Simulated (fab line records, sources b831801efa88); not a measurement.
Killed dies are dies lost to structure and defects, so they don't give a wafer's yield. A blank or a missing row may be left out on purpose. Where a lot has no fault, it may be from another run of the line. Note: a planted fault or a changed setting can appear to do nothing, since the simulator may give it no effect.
The same fault as seen by 2 desks :: flow gf180mcu :: each desk holds nothing but its own numbers, with what lay behind them at the end

AT THE TOOL OWNER'S DESK: litho-track-04
Per lot that ran on this tool, the mean of the sampled wafers carrying a number, from the tool's own readings at GF_M2_SOFTBAKE_10 (time 60 s). A lot is out of limits, marked OUT, if its mean lies more than 4 standard deviations from the usual mean; the brackets give that distance.
Columns: A = exhaust-pa at GF_M2_SOFTBAKE_10, usual 45.0 Pa; B = heater-power-total-W at GF_M2_SOFTBAKE_10, usual 93.05 W; C = run-length-s at GF_M2_SOFTBAKE_10, usual 88.97 s
lot: L861
first seen here: day 21 20:14
A: 45.1
B: 102.85 (+99 or more) OUT
C: 73.06 (-94) OUT

lot: L863
first seen here: day 22 10:34
A: 44.2
B: 102.84 (+99 or more) OUT
C: 73.04 (-94) OUT

lot: L871
first seen here: day 25 02:59
A: 45.4
B: 93.09
C: 88.78

lot: L876
first seen here: day 26 19:44
A: 45.2
B: 93.06
C: 88.86
Finding of this desk: L861, L863 out of limits; the first was L861 at day 21 20:14, on heater-power-total-W at GF_M2_SOFTBAKE_10. Within limits: L871, L876.

FROM THE METROLOGY DESK
Means of the sampled wafers that have a number, per lot and without regard to the tool the lot ran on: this is what the gauges read. A lot is out of limits, marked OUT, if its mean lies more than 4 standard deviations from the usual mean; the brackets give that distance.
Columns: A = V1_CVD_00_THK at GF_V1_THK_MEAS_01, usual 601 nm; B = cd-nm at GF_M2_CD_MEAS_14, usual 279.8 nm; C = M2_OVL at GF_M2_OVL_MEAS_15, usual 2 nm
lot: L859
first seen here: day 19 09:59
A: 603
B: 281.1
C: 3

lot: L861
first seen here: day 20 06:04
A: 610
B: 282.4
C: 0

lot: L863
first seen here: day 20 20:47
A: 597
B: 284.2
C: 1

lot: L865
first seen here: day 21 18:05
A: 603
B: 278.8
C: -6

lot: L867
first seen here: day 22 11:49
A: 596
B: 280.6
C: 8

lot: L868
first seen here: day 22 19:16
A: 600
B: 279.6
C: 9

lot: L871
first seen here: day 23 15:22
A: 606
B: 281.4
C: -2

lot: L872
first seen here: day 23 21:52
A: 606
B: 279.9
C: 8

lot: L873
first seen here: day 24 09:02
A: 602
B: 279.9
C: 5

lot: L874
first seen here: day 24 17:09
A: 600
B: 279.6
C: -2

lot: L875
first seen here: day 25 01:44
A: 606
B: 279.3
C: 6

lot: L876
first seen here: day 25 10:27
A: 598
B: 278.8
C: -3
This desk's finding: nothing out of limits on any of the 12 lots.

BROUGHT TOGETHER
The tool owner's desk could have raised an alarm at day 21 20:14, on L861, L863.
Metrology desk: nothing out of limits seen.
The metrology desk has L861, L863 on record, within its limits.
GF_M2_SOFTBAKE_10 was run on litho-track-04 by each of the lots named.

WHAT THE SIMULATOR HAD PUT IN
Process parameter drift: litho-track-04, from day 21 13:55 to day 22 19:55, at GF_M2_SOFTBAKE_10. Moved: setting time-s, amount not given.
Shown lots that were struck: L861, L863.
Each desk's first reading out of limits, in hours after the fault started: the tool owner's desk, 6.
